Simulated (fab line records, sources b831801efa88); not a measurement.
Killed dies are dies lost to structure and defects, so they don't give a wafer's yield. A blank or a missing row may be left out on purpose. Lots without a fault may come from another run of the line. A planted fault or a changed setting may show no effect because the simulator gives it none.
One fault seen from 2 desks | flow gf180mcu | each desk has only its own numbers; what lay behind them comes last

THE TOOL OWNER'S DESK: litho_track-02
The tool's own readings at GF_V3_PEB_12 (peb time 90 s): means of the sampled wafers that have a number, for each lot that ran on this tool. A lot is out of limits, marked OUT, if its mean lies more than 4 standard deviations from the usual mean; the brackets give that distance.
Columns: A = heater_power_total_W at GF_V3_PEB_12, usual 85.69 W
lot  | first seen here | A
L703 | day 22 21:45    | 85.62
L704 | day 23 03:54    | 85.66
L709 | day 25 06:30    | 85.83
L711 | day 26 12:00    | 86.70 (+12) OUT
L714 | day 26 22:03    | 86.66 (+12) OUT
This desk's finding: out of limits on L711, L714; first on L711, day 26 12:00 (heater_power_total_W at GF_V3_PEB_12). In limits: L703, L704, L709.

THE METROLOGY DESK
What the gauges read, lot by lot, whatever tool the lot ran on: means of the sampled wafers that have a number. A lot is out of limits, marked OUT, if its mean lies more than 4 standard deviations from the usual mean; the brackets give that distance.
Columns: A = M3_OVL at GF_M3_OVL_MEAS_15, usual 2 nm; B = V3_BOW at GF_V3_BOW_MEAS_05, usual 118 um; C = cd_nm at GF_V3_CD_MEAS_14, usual 260.2 nm
lot  | first seen here | A  | B   | C
L703 | day 21 21:18    | 3  | 124 | 258.5
L704 | day 22 03:58    | 9  | 124 | 260.0
L705 | day 22 08:19    | 2  | 116 | 261.2
L706 | day 22 17:37    | -7 | 136 | 262.1
L709 | day 24 07:53    | -0 | 108 | 261.0
L710 | day 25 03:29    | 2  | 117 | 261.1
L711 | day 25 14:19    | 3  | 114 | 258.7
L714 | day 26 00:54    | 8  | 120 | 260.5
L716 | day 26 09:21    | 2  | 125 | 261.8
L717 | day 26 12:24    | -5 | 109 | 259.7
L719 | day 27 08:11    | -5 | 118 | 259.9
L721 | day 28 06:15    | -3 | 109 | 259.3
L723 | day 28 14:55    | 9  | 122 | 259.8
L724 | day 29 11:06    | 2  | 119 | 260.8
This desk's finding: nothing out of limits on any of the 14 lots.

PUT TOGETHER
The tool owner's desk could have raised an alarm at day 26 12:00, on L711, L714.
The metrology desk saw nothing out of limits.
The metrology desk has L711, L714 on record, within its limits.
Of the lots named, all ran GF_V3_PEB_12 on litho_track-02.

WHAT THE SIMULATOR HAD PUT IN
Process parameter drift: litho_track-02, from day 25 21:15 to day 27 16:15, at GF_V3_PEB_12. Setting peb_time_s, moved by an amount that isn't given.
Lots struck among those shown: L711, L714.
Hours from the fault's start to each desk's first reading out of limits: the tool owner's desk, 15.
